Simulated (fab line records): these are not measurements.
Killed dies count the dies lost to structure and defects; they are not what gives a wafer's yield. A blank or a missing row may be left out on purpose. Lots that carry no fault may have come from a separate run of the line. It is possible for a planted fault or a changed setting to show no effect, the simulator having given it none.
fab line records / flow sky130
record: lots: 6 wafers: 18 last-day: 50
route steps=708 shown CAPM@538
lots that met no fault: taken from a fault-free run of the same line
start-h: hours from the record's first day to the start of the lot's first wafer shown / wait-h: hours elapsed since this lot's preceding step / " unchanged from the row above / L1.1+2: one row covering several wafers at once / - either no value or no given start / * or withheld: withheld / < > ~ a bound
route shown NAME@n: a module of which the file shows steps, and the number in the route of the first / usual: average and standard deviation across the fault-free wafers / same: alike in all rows / chamber/n: place in a boat / sites: the reading at each site / _std_site: the standard deviation of these / _edge_site: the outer-site mean with the inner-site mean subtracted / radius-mm: for every site, how far away it sits from the centre of the wafer / mask NAME#n: copy n / behind: the tool/chamber that last shaped the wafer / hold: the reason the lot was held/the length of the hold in hours/how it ended / device: names the non-switching transistor (n, p or np) / end of line: at the end of the route, the tests of the same wafers / where a step has no rows: the recipe by itself / killed: the dies lost at the first sort to structure and to defects; this is not the yield of the wafer / map: a wafer's dies, x killed, . not, _ none there
set.NAME: the setting that was run; set.NAME@STEP: the one run at that earlier step / model.NAME: the simulator's own value behind a step, which no gauge read
lots seen at some steps along the route; tables by step, rows by wafer
services: when a tool's chamber went out of use (start-h, in hours from the record's first day, below 0 if earlier), for how many hours, and the reason
== steps ==
step: SKY_CAPM_THK_MEAS_01
recipe: reads: SiO2_of_CAPM_CVD_00
usual: CAPM_CVD_00_THK: 15.53/0.27
lot.wafer=L490.4 tool=film-metro-02 chamber=- start-h=850.48 wait-h=- CAPM_CVD_00_THK[nm]=15.90
lot.wafer=L490.5 tool=film-metro-02 chamber=- start-h=850.48 wait-h=- CAPM_CVD_00_THK[nm]=16.12
lot.wafer=L490.6 tool=film-metro-02 chamber=- start-h=850.48 wait-h=- CAPM_CVD_00_THK[nm]=15.87
lot.wafer=L491.3 tool=film-metro-01 chamber=- start-h=856.32 wait-h=- CAPM_CVD_00_THK[nm]=15.19
lot.wafer=L491.4 tool=film-metro-01 chamber=- start-h=856.32 wait-h=- CAPM_CVD_00_THK[nm]=15.55
lot.wafer=L491.5 tool=film-metro-01 chamber=- start-h=856.32 wait-h=- CAPM_CVD_00_THK[nm]=15.57
lot.wafer=L494.2 tool=film-metro-04 chamber=- start-h=889.10 wait-h=- CAPM_CVD_00_THK[nm]=15.47
lot.wafer=L494.4 tool=film-metro-04 chamber=- start-h=889.10 wait-h=- CAPM_CVD_00_THK[nm]=15.75
lot.wafer=L494.5 tool=film-metro-04 chamber=- start-h=889.10 wait-h=- CAPM_CVD_00_THK[nm]=15.28
lot.wafer=L495.1 tool=film-metro-02 chamber=- start-h=894.90 wait-h=- CAPM_CVD_00_THK[nm]=15.56
lot.wafer=L495.2 tool=film-metro-02 chamber=- start-h=894.90 wait-h=- CAPM_CVD_00_THK[nm]=15.53
lot.wafer=L495.5 tool=film-metro-02 chamber=- start-h=894.90 wait-h=- CAPM_CVD_00_THK[nm]=15.94
lot.wafer=L499.1 tool=film-metro-01 chamber=- start-h=917.29 wait-h=- CAPM_CVD_00_THK[nm]=15.63
lot.wafer=L499.4 tool=film-metro-01 chamber=- start-h=917.29 wait-h=- CAPM_CVD_00_THK[nm]=15.95
lot.wafer=L499.6 tool=film-metro-01 chamber=- start-h=917.29 wait-h=- CAPM_CVD_00_THK[nm]=16.02
lot.wafer=L512.2 tool=film-metro-04 chamber=- start-h=1002.45 wait-h=- CAPM_CVD_00_THK[nm]=15.16
lot.wafer=L512.3 tool=film-metro-04 chamber=- start-h=1002.45 wait-h=- CAPM_CVD_00_THK[nm]=15.75
lot.wafer=L512.5 tool=film-metro-04 chamber=- start-h=1002.45 wait-h=- CAPM_CVD_00_THK[nm]=15.48
step: SKY_CAPM_SPUTTER_02
recipe: material: TiN target-thk-nm: 200 temp-c: 300 power-w: 6500 time-s: 166.7 chamber-pressure-pa: 0.4
usual: throttle-valve-pct: 29.8/0.82
lot.wafer=L490.4 tool=pvd-sputter-02 chamber=- start-h=850.56 wait-h=0.1 throttle-valve-pct=28.8
lot.wafer=L490.5 tool=pvd-sputter-02 chamber=- start-h=850.56 wait-h=0.1 throttle-valve-pct=30.0
lot.wafer=L490.6 tool=pvd-sputter-02 chamber=- start-h=850.56 wait-h=0.1 throttle-valve-pct=29.0
lot.wafer=L491.3 tool=pvd-sputter-02 chamber=- start-h=856.36 wait-h=0.0 throttle-valve-pct=29.1
lot.wafer=L491.4 tool=pvd-sputter-02 chamber=- start-h=856.36 wait-h=0.0 throttle-valve-pct=28.8
lot.wafer=L491.5 tool=pvd-sputter-02 chamber=- start-h=856.36 wait-h=0.0 throttle-valve-pct=28.7
lot.wafer=L494.2 tool=pvd-sputter-03 chamber=- start-h=889.15 wait-h=0.0 throttle-valve-pct=29.5
lot.wafer=L494.4 tool=pvd-sputter-03 chamber=- start-h=889.15 wait-h=0.0 throttle-valve-pct=29.5
lot.wafer=L494.5 tool=pvd-sputter-03 chamber=- start-h=889.15 wait-h=0.0 throttle-valve-pct=29.5
lot.wafer=L495.1 tool=pvd-sputter-02 chamber=- start-h=894.96 wait-h=0.1 throttle-valve-pct=30.3
lot.wafer=L495.2 tool=pvd-sputter-02 chamber=- start-h=894.96 wait-h=0.1 throttle-valve-pct=29.0
lot.wafer=L495.5 tool=pvd-sputter-02 chamber=- start-h=894.96 wait-h=0.1 throttle-valve-pct=29.5
lot.wafer=L499.1 tool=pvd-sputter-03 chamber=- start-h=917.35 wait-h=0.1 throttle-valve-pct=29.6
lot.wafer=L499.4 tool=pvd-sputter-03 chamber=- start-h=917.35 wait-h=0.1 throttle-valve-pct=29.2
lot.wafer=L499.6 tool=pvd-sputter-03 chamber=- start-h=917.35 wait-h=0.1 throttle-valve-pct=30.4
lot.wafer=L512.2 tool=pvd-sputter-02 chamber=- start-h=1002.50 wait-h=0.0 throttle-valve-pct=28.6
lot.wafer=L512.3 tool=pvd-sputter-02 chamber=- start-h=1002.50 wait-h=0.0 throttle-valve-pct=29.9
lot.wafer=L512.5 tool=pvd-sputter-02 chamber=- start-h=1002.50 wait-h=0.0 throttle-valve-pct=28.8
step: SKY_CAPM_RS_MEAS_03
recipe: thk-meas-gauge: four-point-probe reads: TiN_of_CAPM_SPUTTER_02
usual: CAPM_TIN_RS: 6.92/0.098
lot.wafer=L490.4 tool=film-metro-04 chamber=- start-h=850.68 wait-h=0.1 CAPM_TIN_RS[ohm/sq]=6.88
lot.wafer=L490.5 tool=film-metro-04 chamber=- start-h=850.68 wait-h=0.1 CAPM_TIN_RS[ohm/sq]=6.79
lot.wafer=L490.6 tool=film-metro-04 chamber=- start-h=850.68 wait-h=0.1 CAPM_TIN_RS[ohm/sq]=6.74
lot.wafer=L491.3 tool=film-metro-04 chamber=- start-h=856.50 wait-h=0.1 CAPM_TIN_RS[ohm/sq]=6.78
lot.wafer=L491.4 tool=film-metro-04 chamber=- start-h=856.50 wait-h=0.1 CAPM_TIN_RS[ohm/sq]=6.87
lot.wafer=L491.5 tool=film-metro-04 chamber=- start-h=856.50 wait-h=0.1 CAPM_TIN_RS[ohm/sq]=6.77
lot.wafer=L494.2 tool=film-metro-02 chamber=- start-h=889.28 wait-h=0.1 CAPM_TIN_RS[ohm/sq]=7.06
lot.wafer=L494.4 tool=film-metro-02 chamber=- start-h=889.28 wait-h=0.1 CAPM_TIN_RS[ohm/sq]=6.89
lot.wafer=L494.5 tool=film-metro-02 chamber=- start-h=889.28 wait-h=0.1 CAPM_TIN_RS[ohm/sq]=7.02
lot.wafer=L495.1 tool=film-metro-01 chamber=- start-h=895.07 wait-h=0.1 CAPM_TIN_RS[ohm/sq]=6.85
lot.wafer=L495.2 tool=film-metro-01 chamber=- start-h=895.07 wait-h=0.1 CAPM_TIN_RS[ohm/sq]=6.77
lot.wafer=L495.5 tool=film-metro-01 chamber=- start-h=895.07 wait-h=0.1 CAPM_TIN_RS[ohm/sq]=6.93
lot.wafer=L499.1 tool=film-metro-02 chamber=- start-h=917.46 wait-h=0.1 CAPM_TIN_RS[ohm/sq]=6.98
lot.wafer=L499.4 tool=film-metro-02 chamber=- start-h=917.46 wait-h=0.1 CAPM_TIN_RS[ohm/sq]=6.73
lot.wafer=L499.6 tool=film-metro-02 chamber=- start-h=917.46 wait-h=0.1 CAPM_TIN_RS[ohm/sq]=6.96
lot.wafer=L512.2 tool=film-metro-02 chamber=- start-h=1002.63 wait-h=0.1 CAPM_TIN_RS[ohm/sq]=7.08
lot.wafer=L512.3 tool=film-metro-02 chamber=- start-h=1002.63 wait-h=0.1 CAPM_TIN_RS[ohm/sq]=6.98
lot.wafer=L512.5 tool=film-metro-02 chamber=- start-h=1002.63 wait-h=0.1 CAPM_TIN_RS[ohm/sq]=6.87
step: SKY_CAPM_THK_MEAS_04
recipe: thk-meas-gauge: xrf reads: TiN_of_CAPM_SPUTTER_02
usual: CAPM_TIN_THK: 193.9/2.8
lot.wafer=L490.4 tool=film-metro-04 chamber=- start-h=850.77 wait-h=0.1 CAPM_TIN_THK[nm]=195.4
lot.wafer=L490.5 tool=film-metro-04 chamber=- start-h=850.77 wait-h=0.1 CAPM_TIN_THK[nm]=197.1
lot.wafer=L490.6 tool=film-metro-04 chamber=- start-h=850.77 wait-h=0.1 CAPM_TIN_THK[nm]=198.7
lot.wafer=L491.3 tool=film-metro-04 chamber=- start-h=856.60 wait-h=0.1 CAPM_TIN_THK[nm]=197.6
lot.wafer=L491.4 tool=film-metro-04 chamber=- start-h=856.60 wait-h=0.1 CAPM_TIN_THK[nm]=195.1
lot.wafer=L491.5 tool=film-metro-04 chamber=- start-h=856.60 wait-h=0.1 CAPM_TIN_THK[nm]=197.7
lot.wafer=L494.2 tool=film-metro-02 chamber=- start-h=889.39 wait-h=0.1 CAPM_TIN_THK[nm]=189.9
lot.wafer=L494.4 tool=film-metro-02 chamber=- start-h=889.39 wait-h=0.1 CAPM_TIN_THK[nm]=194.0
lot.wafer=L494.5 tool=film-metro-02 chamber=- start-h=889.39 wait-h=0.1 CAPM_TIN_THK[nm]=191.5
lot.wafer=L495.1 tool=film-metro-01 chamber=- start-h=895.19 wait-h=0.1 CAPM_TIN_THK[nm]=196.1
lot.wafer=L495.2 tool=film-metro-01 chamber=- start-h=895.19 wait-h=0.1 CAPM_TIN_THK[nm]=198.3
lot.wafer=L495.5 tool=film-metro-01 chamber=- start-h=895.19 wait-h=0.1 CAPM_TIN_THK[nm]=194.3
lot.wafer=L499.1 tool=film-metro-02 chamber=- start-h=917.58 wait-h=0.1 CAPM_TIN_THK[nm]=191.9
lot.wafer=L499.4 tool=film-metro-02 chamber=- start-h=917.58 wait-h=0.1 CAPM_TIN_THK[nm]=198.0
lot.wafer=L499.6 tool=film-metro-02 chamber=- start-h=917.58 wait-h=0.1 CAPM_TIN_THK[nm]=192.1
lot.wafer=L512.2 tool=film-metro-02 chamber=- start-h=1002.74 wait-h=0.1 CAPM_TIN_THK[nm]=188.8
lot.wafer=L512.3 tool=film-metro-02 chamber=- start-h=1002.74 wait-h=0.1 CAPM_TIN_THK[nm]=190.3
lot.wafer=L512.5 tool=film-metro-02 chamber=- start-h=1002.74 wait-h=0.1 CAPM_TIN_THK[nm]=193.4
step: SKY_CAPM_DEHYDRATE_05
recipe: temp-c: 200 time-s: 60
step: SKY_CAPM_HMDS_06
recipe: prime-time-s: 60 prime-temp-c: 120
step: SKY_CAPM_COAT_07
recipe: resist: NOVOLAK spin-rpm: 3000 resist-thk-nm: 1140
step: SKY_CAPM_SOFTBAKE_08
recipe: temp-c: 90 time-s: 60 resist: NOVOLAK
step: SKY_CAPM_EXPOSE_09
recipe: mask-id: CAPM na: 0.6 source-shape: conventional sigma-outer: 0.6 polarization: unpolarized target-cd-nm: 1000 dose-mj: 159
step: SKY_CAPM_PEB_10
recipe: temp-c: withheld time-s: * resist: NOVOLAK
step: SKY_CAPM_DEVELOP_11
recipe: resist: NOVOLAK developer: TMAH develop-time-s: 60 dev-temp-c: 23
step: SKY_CAPM_OVL_MEAS_12
usual: CAPM_OVL: -0.2/1.3
lot.wafer=L490.4 tool=overlay-02 chamber=- start-h=876.11 wait-h=0.1 CAPM_OVL[nm]=-0.5
lot.wafer=L490.5 tool=overlay-02 chamber=- start-h=876.11 wait-h=0.1 CAPM_OVL[nm]=0.6
lot.wafer=L490.6 tool=overlay-02 chamber=- start-h=876.11 wait-h=0.1 CAPM_OVL[nm]=-1.9
lot.wafer=L491.3 tool=overlay-01 chamber=- start-h=881.97 wait-h=0.1 CAPM_OVL[nm]=0.9
lot.wafer=L491.4 tool=overlay-01 chamber=- start-h=881.97 wait-h=0.1 CAPM_OVL[nm]=-0.3
lot.wafer=L491.5 tool=overlay-01 chamber=- start-h=881.97 wait-h=0.1 CAPM_OVL[nm]=1.3
lot.wafer=L494.2 tool=overlay-01 chamber=- start-h=914.15 wait-h=0.1 CAPM_OVL[nm]=-0.8
lot.wafer=L494.4 tool=overlay-01 chamber=- start-h=914.15 wait-h=0.1 CAPM_OVL[nm]=-1.6
lot.wafer=L494.5 tool=overlay-01 chamber=- start-h=914.15 wait-h=0.1 CAPM_OVL[nm]=-0.2
lot.wafer=L495.1 tool=overlay-01 chamber=- start-h=920.41 wait-h=0.1 CAPM_OVL[nm]=0.9
lot.wafer=L495.2 tool=overlay-01 chamber=- start-h=920.41 wait-h=0.1 CAPM_OVL[nm]=-0.4
lot.wafer=L495.5 tool=overlay-01 chamber=- start-h=920.41 wait-h=0.1 CAPM_OVL[nm]=-2.4
lot.wafer=L499.1 tool=overlay-02 chamber=- start-h=941.32 wait-h=0.1 CAPM_OVL[nm]=0.5
lot.wafer=L499.4 tool=overlay-02 chamber=- start-h=941.32 wait-h=0.1 CAPM_OVL[nm]=-1.1
lot.wafer=L499.6 tool=overlay-02 chamber=- start-h=941.32 wait-h=0.1 CAPM_OVL[nm]=-1.0
lot.wafer=L512.2 tool=overlay-01 chamber=- start-h=1025.20 wait-h=0.1 CAPM_OVL[nm]=-1.9
lot.wafer=L512.3 tool=overlay-01 chamber=- start-h=1025.20 wait-h=0.1 CAPM_OVL[nm]=-1.9
lot.wafer=L512.5 tool=overlay-01 chamber=- start-h=1025.20 wait-h=0.1 CAPM_OVL[nm]=-1.1
step: SKY_CAPM_METAL_ETCH_13
recipe: target-depth-nm: 220 stop-on: SiO2 chemistry: Cl2/BCl3 target: TiN pressure-mtorr: 10 icp-w: 900 bias-w: 48.5 Cl2_flow_sccm: 60 bcl3-flow-sccm: 30 time-s: 62.9
usual: chamber-pressure-mTorr: 10.001/0.01 drypump-motor-current-A: 5.8/0.5 oes-product-au: 0.941/0.0089 throttle-valve-pct: 21.902/0.011
lot.wafer=L490.4 tool=rie-metal-01 chamber=1 start-h=876.15 wait-h=0.0 chamber-pressure-mTorr=10.008 drypump-motor-current-A=5.0 oes-product-au=0.937 rf-hours-counter-h=- throttle-valve-pct=21.904 model.NOVOLAK_of_CAPM_COAT_07.thk-nm=990.6 model.CAPM.feature-depth-nm=201 model.SiO2_of_CAPM_CVD_00.thk-nm=15.9
lot.wafer=L490.5 tool=rie-metal-01 chamber=1 start-h=876.15 wait-h=0.0 chamber-pressure-mTorr=9.989 drypump-motor-current-A=5.0 oes-product-au=0.957 rf-hours-counter-h=- throttle-valve-pct=21.902 model.NOVOLAK_of_CAPM_COAT_07.thk-nm=990.6 model.CAPM.feature-depth-nm=203.6 model.SiO2_of_CAPM_CVD_00.thk-nm=16.07
lot.wafer=L490.6 tool=rie-metal-01 chamber=0 start-h=876.15 wait-h=0.0 chamber-pressure-mTorr=9.992 drypump-motor-current-A=6.2 oes-product-au=0.955 rf-hours-counter-h=- throttle-valve-pct=21.889 model.NOVOLAK_of_CAPM_COAT_07.thk-nm=992 model.CAPM.feature-depth-nm=205 model.SiO2_of_CAPM_CVD_00.thk-nm=15.84
lot.wafer=L491.3 tool=rie-metal-03 chamber=0 start-h=882.02 wait-h=0.0 chamber-pressure-mTorr=10.002 drypump-motor-current-A=6.5 oes-product-au=0.952 rf-hours-counter-h=- throttle-valve-pct=21.892 model.NOVOLAK_of_CAPM_COAT_07.thk-nm=987.7 model.CAPM.feature-depth-nm=203.8 model.SiO2_of_CAPM_CVD_00.thk-nm=15.19
lot.wafer=L491.4 tool=rie-metal-03 chamber=1 start-h=882.02 wait-h=0.0 chamber-pressure-mTorr=10.011 drypump-motor-current-A=6.0 oes-product-au=0.947 rf-hours-counter-h=- throttle-valve-pct=21.906 model.NOVOLAK_of_CAPM_COAT_07.thk-nm=993 model.CAPM.feature-depth-nm=201.2 model.SiO2_of_CAPM_CVD_00.thk-nm=15.57
lot.wafer=L491.5 tool=rie-metal-03 chamber=0 start-h=882.02 wait-h=0.0 chamber-pressure-mTorr=10.017 drypump-motor-current-A=6.5 oes-product-au=0.950 rf-hours-counter-h=- throttle-valve-pct=21.893 model.NOVOLAK_of_CAPM_COAT_07.thk-nm=994.3 model.CAPM.feature-depth-nm=203.9 model.SiO2_of_CAPM_CVD_00.thk-nm=15.6
lot.wafer=L494.2 tool=rie-metal-03 chamber=1 start-h=914.18 wait-h=0.0 chamber-pressure-mTorr=9.992 drypump-motor-current-A=6.0 oes-product-au=0.936 rf-hours-counter-h=11 throttle-valve-pct=21.908 model.NOVOLAK_of_CAPM_COAT_07.thk-nm=996.3 model.CAPM.feature-depth-nm=196 model.SiO2_of_CAPM_CVD_00.thk-nm=15.47
lot.wafer=L494.4 tool=rie-metal-03 chamber=1 start-h=914.18 wait-h=0.0 chamber-pressure-mTorr=9.988 drypump-motor-current-A=6.0 oes-product-au=0.948 rf-hours-counter-h=- throttle-valve-pct=21.896 model.NOVOLAK_of_CAPM_COAT_07.thk-nm=997.1 model.CAPM.feature-depth-nm=201 model.SiO2_of_CAPM_CVD_00.thk-nm=15.74
lot.wafer=L494.5 tool=rie-metal-03 chamber=1 start-h=914.18 wait-h=0.0 chamber-pressure-mTorr=10.002 drypump-motor-current-A=6.0 oes-product-au=0.942 rf-hours-counter-h=- throttle-valve-pct=21.915 model.NOVOLAK_of_CAPM_COAT_07.thk-nm=900.3 model.CAPM.feature-depth-nm=212.8 model.SiO2_of_CAPM_CVD_00.thk-nm=0
lot.wafer=L495.1 tool=rie-metal-01 chamber=1 start-h=920.45 wait-h=0.0 chamber-pressure-mTorr=10.010 drypump-motor-current-A=5.0 oes-product-au=0.944 rf-hours-counter-h=13 throttle-valve-pct=21.894 model.NOVOLAK_of_CAPM_COAT_07.thk-nm=993.6 model.CAPM.feature-depth-nm=202 model.SiO2_of_CAPM_CVD_00.thk-nm=15.55
lot.wafer=L495.2 tool=rie-metal-01 chamber=0 start-h=920.45 wait-h=0.0 chamber-pressure-mTorr=10.006 drypump-motor-current-A=6.2 oes-product-au=0.957 rf-hours-counter-h=12 throttle-valve-pct=21.921 model.NOVOLAK_of_CAPM_COAT_07.thk-nm=994.1 model.CAPM.feature-depth-nm=204.7 model.SiO2_of_CAPM_CVD_00.thk-nm=15.53
lot.wafer=L495.5 tool=rie-metal-01 chamber=1 start-h=920.45 wait-h=0.0 chamber-pressure-mTorr=10.012 drypump-motor-current-A=5.0 oes-product-au=0.942 rf-hours-counter-h=- throttle-valve-pct=21.899 model.NOVOLAK_of_CAPM_COAT_07.thk-nm=999.6 model.CAPM.feature-depth-nm=199.6 model.SiO2_of_CAPM_CVD_00.thk-nm=15.94
lot.wafer=L499.1 tool=rie-metal-03 chamber=1 start-h=941.36 wait-h=0.0 chamber-pressure-mTorr=9.991 drypump-motor-current-A=6.0 oes-product-au=0.943 rf-hours-counter-h=12 throttle-valve-pct=21.914 model.NOVOLAK_of_CAPM_COAT_07.thk-nm=995.5 model.CAPM.feature-depth-nm=198.3 model.SiO2_of_CAPM_CVD_00.thk-nm=15.61
lot.wafer=L499.4 tool=rie-metal-03 chamber=0 start-h=941.36 wait-h=0.0 chamber-pressure-mTorr=9.991 drypump-motor-current-A=6.5 oes-product-au=0.949 rf-hours-counter-h=- throttle-valve-pct=21.879 model.NOVOLAK_of_CAPM_COAT_07.thk-nm=995.6 model.CAPM.feature-depth-nm=204.5 model.SiO2_of_CAPM_CVD_00.thk-nm=15.97
lot.wafer=L499.6 tool=rie-metal-03 chamber=0 start-h=941.36 wait-h=0.0 chamber-pressure-mTorr=10.000 drypump-motor-current-A=6.5 oes-product-au=0.943 rf-hours-counter-h=- throttle-valve-pct=21.895 model.NOVOLAK_of_CAPM_COAT_07.thk-nm=895.7 model.CAPM.feature-depth-nm=214.7 model.SiO2_of_CAPM_CVD_00.thk-nm=0
lot.wafer=L512.2 tool=rie-metal-04 chamber=1 start-h=1025.23 wait-h=0.0 chamber-pressure-mTorr=10.005 drypump-motor-current-A=5.5 oes-product-au=0.934 rf-hours-counter-h=6 throttle-valve-pct=21.905 model.NOVOLAK_of_CAPM_COAT_07.thk-nm=989.8 model.CAPM.feature-depth-nm=195.5 model.SiO2_of_CAPM_CVD_00.thk-nm=15.15
lot.wafer=L512.3 tool=rie-metal-04 chamber=0 start-h=1025.23 wait-h=0.0 chamber-pressure-mTorr=10.002 drypump-motor-current-A=5.5 oes-product-au=0.930 rf-hours-counter-h=- throttle-valve-pct=21.922 model.NOVOLAK_of_CAPM_COAT_07.thk-nm=991.3 model.CAPM.feature-depth-nm=197.7 model.SiO2_of_CAPM_CVD_00.thk-nm=15.71
lot.wafer=L512.5 tool=rie-metal-04 chamber=0 start-h=1025.23 wait-h=0.0 chamber-pressure-mTorr=9.996 drypump-motor-current-A=5.5 oes-product-au=0.944 rf-hours-counter-h=- throttle-valve-pct=21.878 model.NOVOLAK_of_CAPM_COAT_07.thk-nm=992.7 model.CAPM.feature-depth-nm=201.3 model.SiO2_of_CAPM_CVD_00.thk-nm=15.48
step: SKY_CAPM_STRIP_14
recipe: chemistry: O2/N2 power-w: 1400 pressure-mtorr: 1500 platen-temp-c: withheld o2-flow-sccm: 3000 n2-flow-sccm: 300 overash-fraction: 0.5
usual: chamber-pressure-mTorr: 1499.6/1.4 drypump-motor-current-A: 6.06/0.2 oes-product-au: 0.710/0.0048 strip-time-to-endpoint-s: 12.67/0.045
lot.wafer=L490.4 tool=plasma-asher-01 chamber=1 start-h=876.24 wait-h=0.1 chamber-pressure-mTorr=1501.6 drypump-motor-current-A=6.18 oes-product-au=0.708 rf-hours-counter-h=- strip-time-to-endpoint-s=12.62
lot.wafer=L490.5 tool=plasma-asher-01 chamber=1 start-h=876.24 wait-h=0.1 chamber-pressure-mTorr=1495.7 drypump-motor-current-A=6.19 oes-product-au=0.708 rf-hours-counter-h=- strip-time-to-endpoint-s=12.61
lot.wafer=L490.6 tool=plasma-asher-01 chamber=0 start-h=876.24 wait-h=0.1 chamber-pressure-mTorr=1499.2 drypump-motor-current-A=6.15 oes-product-au=0.710 rf-hours-counter-h=- strip-time-to-endpoint-s=12.64
lot.wafer=L491.3 tool=plasma-asher-04 chamber=1 start-h=882.11 wait-h=0.1 chamber-pressure-mTorr=1500.5 drypump-motor-current-A=5.65 oes-product-au=0.711 rf-hours-counter-h=- strip-time-to-endpoint-s=12.60
lot.wafer=L491.4 tool=plasma-asher-04 chamber=0 start-h=882.11 wait-h=0.1 chamber-pressure-mTorr=1501.0 drypump-motor-current-A=6.13 oes-product-au=0.712 rf-hours-counter-h=- strip-time-to-endpoint-s=12.66
lot.wafer=L491.5 tool=plasma-asher-04 chamber=0 start-h=882.11 wait-h=0.1 chamber-pressure-mTorr=1499.2 drypump-motor-current-A=6.07 oes-product-au=0.709 rf-hours-counter-h=- strip-time-to-endpoint-s=12.68
lot.wafer=L494.2 tool=plasma-asher-02 chamber=1 start-h=914.25 wait-h=0.1 chamber-pressure-mTorr=1499.3 drypump-motor-current-A=6.26 oes-product-au=0.714 rf-hours-counter-h=18 strip-time-to-endpoint-s=12.71
lot.wafer=L494.4 tool=plasma-asher-02 chamber=1 start-h=914.25 wait-h=0.1 chamber-pressure-mTorr=1498.7 drypump-motor-current-A=6.26 oes-product-au=0.710 rf-hours-counter-h=- strip-time-to-endpoint-s=12.69
lot.wafer=L494.5 tool=plasma-asher-02 chamber=1 start-h=914.25 wait-h=0.1 chamber-pressure-mTorr=1501.0 drypump-motor-current-A=6.27 oes-product-au=0.711 rf-hours-counter-h=- strip-time-to-endpoint-s=11.58
lot.wafer=L495.1 tool=plasma-asher-02 chamber=0 start-h=920.52 wait-h=0.1 chamber-pressure-mTorr=1500.7 drypump-motor-current-A=6.00 oes-product-au=0.704 rf-hours-counter-h=19 strip-time-to-endpoint-s=12.66
lot.wafer=L495.2 tool=plasma-asher-02 chamber=1 start-h=920.52 wait-h=0.1 chamber-pressure-mTorr=1500.1 drypump-motor-current-A=6.23 oes-product-au=0.708 rf-hours-counter-h=19 strip-time-to-endpoint-s=12.65
lot.wafer=L495.5 tool=plasma-asher-02 chamber=0 start-h=920.52 wait-h=0.1 chamber-pressure-mTorr=1499.6 drypump-motor-current-A=5.99 oes-product-au=0.704 rf-hours-counter-h=- strip-time-to-endpoint-s=12.72
lot.wafer=L499.1 tool=plasma-asher-02 chamber=0 start-h=941.43 wait-h=0.1 chamber-pressure-mTorr=1499.0 drypump-motor-current-A=5.99 oes-product-au=0.705 rf-hours-counter-h=21 strip-time-to-endpoint-s=12.67
lot.wafer=L499.4 tool=plasma-asher-02 chamber=1 start-h=941.43 wait-h=0.1 chamber-pressure-mTorr=1500.6 drypump-motor-current-A=6.25 oes-product-au=0.704 rf-hours-counter-h=- strip-time-to-endpoint-s=12.68
lot.wafer=L499.6 tool=plasma-asher-02 chamber=0 start-h=941.43 wait-h=0.1 chamber-pressure-mTorr=1500.5 drypump-motor-current-A=6.02 oes-product-au=0.710 rf-hours-counter-h=- strip-time-to-endpoint-s=11.52
lot.wafer=L512.2 tool=plasma-asher-02 chamber=1 start-h=1025.30 wait-h=0.1 chamber-pressure-mTorr=1498.5 drypump-motor-current-A=6.26 oes-product-au=0.705 rf-hours-counter-h=31 strip-time-to-endpoint-s=12.60
lot.wafer=L512.3 tool=plasma-asher-02 chamber=0 start-h=1025.30 wait-h=0.1 chamber-pressure-mTorr=1498.5 drypump-motor-current-A=6.01 oes-product-au=0.713 rf-hours-counter-h=- strip-time-to-endpoint-s=12.64
lot.wafer=L512.5 tool=plasma-asher-02 chamber=0 start-h=1025.30 wait-h=0.1 chamber-pressure-mTorr=1499.3 drypump-motor-current-A=6.04 oes-product-au=0.711 rf-hours-counter-h=- strip-time-to-endpoint-s=12.65
step: SKY_CAPM_STRIP_15
recipe: chemistry: post-etch-residue-remover time-s: 1200 temp-c: 72.5
== services ==
tool=pvd-sputter-02 chamber=3 start-h=832.59 hours=- kind=consumable-replace:kit
tool=pvd-sputter-02 chamber=3 start-h=832.59 hours=18.0 kind=scheduled-down
tool=pvd-sputter-02 chamber=3 start-h=832.59 hours=18.0 kind=vent-cycle
tool=plasma-asher-01 chamber=- start-h=833.94 hours=0.9 kind=repair
tool=rie-metal-03 chamber=- start-h=838.19 hours=2.5 kind=repair
tool=pvd-sputter-02 chamber=- start-h=844.04 hours=1.2 kind=repair
tool=pvd-sputter-02 chamber=- start-h=845.29 hours=1.3 kind=repair
tool=pvd-sputter-02 chamber=- start-h=845.80 hours=3.6 kind=repair
tool=plasma-asher-01 chamber=- start-h=847.46 hours=3.7 kind=repair
tool=plasma-asher-04 chamber=- start-h=848.80 hours=3.8 kind=repair
tool=rie-metal-01 chamber=- start-h=854.96 hours=2.8 kind=pm
tool=plasma-asher-04 chamber=- start-h=867.69 hours=0.9 kind=repair
tool=plasma-asher-04 chamber=- start-h=878.66 hours=1.5 kind=repair
tool=pvd-sputter-02 chamber=- start-h=887.66 hours=3.5 kind=repair
tool=pvd-sputter-03 chamber=1 start-h=910.93 hours=- kind=consumable-replace:kit
tool=pvd-sputter-03 chamber=1 start-h=910.93 hours=18.0 kind=scheduled-down
tool=pvd-sputter-03 chamber=- start-h=912.59 hours=0.9 kind=repair
tool=pvd-sputter-03 chamber=- start-h=920.81 hours=3.0 kind=repair
tool=plasma-asher-04 chamber=- start-h=960.96 hours=0.7 kind=repair
tool=plasma-asher-04 chamber=- start-h=964.69 hours=4.1 kind=repair
tool=pvd-sputter-02 chamber=- start-h=975.97 hours=0.8 kind=repair
tool=pvd-sputter-03 chamber=- start-h=981.53 hours=1.4 kind=repair
tool=plasma-asher-01 chamber=- start-h=1007.58 hours=1.1 kind=repair
tool=rie-metal-03 chamber=- start-h=1021.09 hours=1.5 kind=repair
== key ==
first-sign: step: SKY_CAPM_STRIP_14 reading: strip-time-to-endpoint-s direction: down sigmas: 25 usual: * struck: *
effect none on later readings
model-effect: step: SKY_CAPM_METAL_ETCH_13 value: NOVOLAK_of_CAPM_COAT_07.thk-nm without: 995 struck: 898
met-at SKY_CAPM_METAL_ETCH_13
struck-wafers L494.5,L499.6
later-rows-left-out L494.5,L499.6
sort-left-out L494.5,L499.6
onset-between 882.02 914.18
fault: kind: process-parameter-drift tool: rie-metal-03 chamber: - onset-h: 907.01 steps: SKY_CAPM_METAL_ETCH_13 channel: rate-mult offset: 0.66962 shape: step end-h: 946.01 scope: struck-wafers-only
sort-left-out: the simulated sort isn't trusted on such a fault, so these wafers' sort isn't shown, and their yield isn't known
later-rows-left-out: the simulator's readings of these wafers behind a module that went badly wrong aren't trusted and aren't shown, but for the sort
